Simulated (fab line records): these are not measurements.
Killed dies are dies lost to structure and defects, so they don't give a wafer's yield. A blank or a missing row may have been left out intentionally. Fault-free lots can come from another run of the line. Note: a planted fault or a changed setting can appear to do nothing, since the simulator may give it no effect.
The same fault as seen by 2 desks -- flow gf180mcu -- what lay behind the numbers comes last; until then each desk has only its own

## THE METROLOGY DESK
What the gauges read, lot by lot, whatever tool the lot ran on: means of the sampled wafers that have a number. Marked OUT: a lot whose mean sits more than 4 standard deviations from the usual mean, which makes it out of limits; the brackets give that distance.
Columns: A = V1_CVD_00_THK at GF_V1_THK_MEAS_01, usual 600 nm; B = V1_CVD_02_THK at GF_V1_THK_MEAS_03, usual 848 nm; C = V1_BOW at GF_V1_BOW_MEAS_05, usual 81 um; D = cdNm at GF_V1_CD_MEAS_14, usual 259.9 nm; E = V1_OVL at GF_V1_OVL_MEAS_15, usual -1 nm
lot,first seen here,A,B,C,D,E
L210,day 18 02:23,603,843,79,259.1,-3
L211,day 18 03:49,606,834,81,258.0,0
L222,day 21 23:13,592,848,84,257.3,5
L223,day 22 11:46,598,845,88,259.0,-4
L224,day 22 14:59,599,856,78,255.7,10
L225,day 23 01:03,602,852,91,259.6,2
This desk found nothing out of limits on any of the 6 lots.

## FOR THE TOOL OWNER'S DESK: lithoTrack-02
The tool's own readings at GF_V1_SOFTBAKE_10 (time 60 s): means of the sampled wafers that have a number, for each lot that ran on this tool. Marked OUT: a lot whose mean sits more than 4 standard deviations from the usual mean, which makes it out of limits; the brackets give that distance.
Columns: A = heaterPowerTotalW at GF_V1_SOFTBAKE_10, usual 93.05 W; B = runLengthS at GF_V1_SOFTBAKE_10, usual 89.10 s
lot,first seen here,A,B
L211,day 18 16:00,93.04,89.07
L222,day 22 11:00,106.47 (+99 or more) OUT,68.55 (-99 or more) OUT
L224,day 23 03:00,106.42 (+99 or more) OUT,68.44 (-99 or more) OUT
This desk's finding: out of limits on L222, L224; first on L222, day 22 11:00 (heaterPowerTotalW at GF_V1_SOFTBAKE_10). L211: within limits.

## PUT TOGETHER
The tool owner's desk had the chance to raise an alarm at day 22 11:00 on L222, L224.
At the metrology desk, nothing out of limits was observed.
The metrology desk has L222, L224 on record, within its limits.
GF_V1_SOFTBAKE_10 was run on lithoTrack-02 by each of the lots named.

## WHAT THE SIMULATOR HAD PUT IN
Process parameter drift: lithoTrack-02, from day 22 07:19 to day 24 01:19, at GF_V1_SOFTBAKE_10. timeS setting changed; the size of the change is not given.
Struck lots among those shown: L222, L224.
Each desk's first reading out of limits, in hours after the fault started: the tool owner's desk, 4.
